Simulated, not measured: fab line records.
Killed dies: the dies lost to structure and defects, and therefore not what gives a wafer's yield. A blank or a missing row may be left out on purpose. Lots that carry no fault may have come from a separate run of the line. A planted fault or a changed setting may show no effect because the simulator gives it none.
Which of the tools did it?    flow gf180mcu    6 lots, 18 wafers sampled, at 4 steps of a route of 602

WHAT EACH GAUGE READ, for each wafer
GF_V4_THK_MEAS_01.
lot   measured      on            V4_CVD_00_THK (nm)
L519  day 24 13:56  filmMetro-03  596 601 595
L521  day 25 02:23  filmMetro-02  593 612 594
L524  day 26 02:15  filmMetro-01  603 601 595
L526  day 26 16:25  filmMetro-03  600 602 601
L531  day 28 10:04  filmMetro-03  296 603 600
L533  day 29 12:58  filmMetro-02  616 603 609

TOOL THAT RAN EACH LOT (tool first, then ch and the chambers of the sampled wafers, then the start)
lot   GF_M4_SPUTTER_03             GF_M4_SPUTTER_04             GF_V4_CVD_00
L519  pvdSputter-01, day 23 14:39  pvdSputter-01, day 23 14:40  hdpcvd-02 ch 0,2, day 24 13:51
L521  pvdSputter-01, day 24 03:44  pvdSputter-01, day 24 03:45  hdpcvd-02 ch 0,2, day 25 02:16
L524  pvdSputter-01, day 25 04:36  pvdSputter-01, day 25 04:37  hdpcvd-01 ch 0,2, day 26 02:09
L526  pvdSputter-04, day 25 18:20  pvdSputter-04, day 25 18:22  hdpcvd-02 ch 1,2, day 26 16:20
L531  pvdSputter-03, day 27 13:13  pvdSputter-03, day 27 13:14  hdpcvd-02 ch 0,1,2, day 28 10:00
L533  pvdSputter-01, day 28 17:42  pvdSputter-01, day 28 17:43  hdpcvd-01 ch 1,2, day 29 12:53
- GF_M4_SPUTTER_03: material Ti, target thk 10 nm, time 6.7 s.
- GF_M4_SPUTTER_04: material TiN, target thk 50 nm, time 41.7 s.
- GF_V4_CVD_00: deposits SiO2, target thk 600 nm, time 100 s.

THE ANSWER, worked out from the rows above alone
Rule: what is usual is taken from the lots themselves. Put in order of their means at a reading, lots are off if they are a third of the lots or fewer, leave a main group of 4 or more, and stand apart from it by a gap of 3 or more times the standard deviation of the main group's means; of several such gaps the widest counts. A main group is skipped when, at the precision printed for the reading in the tables above, its means are all equal. A lot without any number at a reading at which 4 lots or more have one is off too. Any other lot the step has rows for is counted as sound.
Off: L531, at GF_V4_THK_MEAS_01 (V4_CVD_00_THK). The main group has a mean of 601 nm with a standard deviation of 4.1.
If a tool, at a process step before that reading, ran all the lots that are off and no sound lot after the first of them, it fits. Gauges at GF_V4_THK_MEAS_01: tried the same way as those tools. Can't be told from this: 3 tools fit, pvdSputter-03 at GF_M4_SPUTTER_03 and GF_M4_SPUTTER_04, hdpcvd-02 at GF_V4_CVD_00, filmMetro-03 at GF_V4_THK_MEAS_01.

WHAT THE SIMULATOR HAD PUT IN
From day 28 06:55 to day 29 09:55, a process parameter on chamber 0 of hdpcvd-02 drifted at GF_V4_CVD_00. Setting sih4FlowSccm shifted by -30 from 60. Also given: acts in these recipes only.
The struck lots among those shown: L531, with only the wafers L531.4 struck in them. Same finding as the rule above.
